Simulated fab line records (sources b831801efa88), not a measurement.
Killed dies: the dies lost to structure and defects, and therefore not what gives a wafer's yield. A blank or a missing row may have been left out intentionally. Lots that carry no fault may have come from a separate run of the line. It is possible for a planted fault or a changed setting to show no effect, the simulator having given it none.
Which of the tools did it?	flow gf180mcu	14 lots with 42 wafers sampled at 2 steps, on a route of 602 steps

== WHAT EACH GAUGE READ, for each wafer ==
GF_M4_CD_MEAS_14: target cd 280 nm. Usual: cd nm at 280.3 nm, with a standard deviation of 1.1.
lot	measured	on	cd nm (nm)	flag
L251	day 23 08:41	cd sem-01	278.9 279.5 279.0	
L256	day 25 05:04	cd sem-01	281.5 281.0 281.6	
L257	day 25 16:53	cd sem-01	280.4 280.0 280.0	
L261	day 26 21:26	cd sem-01	280.4 279.5 279.9	
L263	day 27 13:54	cd sem-01	281.0 279.9 279.1	
L266	day 28 08:08	cd sem-02	281.1 279.6 280.1	
L267	day 28 12:14	cd sem-02	281.8 281.1 279.6	
L268	day 28 18:55	cd sem-01	281.3 281.2 281.0	
L269	day 29 00:26	cd sem-02	279.7 280.9 280.0	
L270	day 29 07:16	cd sem-01	278.7 278.6 279.6	
L271	day 29 11:33	cd sem-01	281.5 282.1 281.9	
L272	day 29 18:51	cd sem-01	279.5 280.1 280.7	
L273	day 30 03:19	cd sem-02	281.0 281.5 283.0	
L274	day 30 04:35	cd sem-01	279.9 279.9 279.8	

GF_V4_CD_MEAS_14: target cd 260 nm. Usual: cd nm at 260.0 nm, with a standard deviation of 1.2.
lot	measured	on	cd nm (nm)	flag
L251	day 24 08:19	cd sem-01	262.3 260.7 262.5	
L256	day 26 03:50	cd sem-02	261.0 259.9 260.5	
L257	day 26 15:01	cd sem-01	260.6 259.8 260.9	
L261	day 27 18:48	cd sem-02	259.9 258.6 258.2	
L263	day 28 10:54	cd sem-02	261.2 259.2 260.7	
L266	day 29 04:20	cd sem-02	260.1 260.9 261.9	
L267	day 29 08:58	cd sem-01	259.7 259.5 258.7	
L268	day 29 15:28	cd sem-02	260.1 261.1 260.0	
L269	day 29 20:59	cd sem-02	256.3 258.5 257.6	
L270	day 30 04:01	cd sem-02	260.5 261.1 261.0	
L271	day 30 08:21	cd sem-02	261.3 261.4 261.2	
L272	day 30 14:45	cd sem-02	258.5 259.2 258.7	
L273	day 30 21:59	cd sem-02	259.2 259.8 259.7	
L274	day 30 23:59	cd sem-01	261.4 262.2 261.9	

== TOOL THAT RAN EACH LOT (tool first, then ch and the chambers of the sampled wafers, then the start) ==
There is no process step in the record ahead of these readings.

== AS READ BY THE TOOLS THEMSELVES (means over the sampled wafers that have a number; for cases with no such wafer, the mark the record gives instead) ==
The record holds no such reading with a usual standard deviation.

== THE ANSWER, worked out from the rows above alone ==
Rule: lot off if the mean of its wafers having a number is beyond 3 standard deviations from the usual mean. A lot without any number at a reading at which 4 lots or more have one is off too. The other lots that the step has rows for count as sound. First the gauges in route order, then the tools' own readings, where a lot's mean is used as printed above. The first step at which some lot is off is used, and at that step the reading that is off furthest; a lot without a number counts as furthest.
Nothing can be told from this: no lot is off at any reading shown.

== WHAT THE SIMULATOR PUT IN ==
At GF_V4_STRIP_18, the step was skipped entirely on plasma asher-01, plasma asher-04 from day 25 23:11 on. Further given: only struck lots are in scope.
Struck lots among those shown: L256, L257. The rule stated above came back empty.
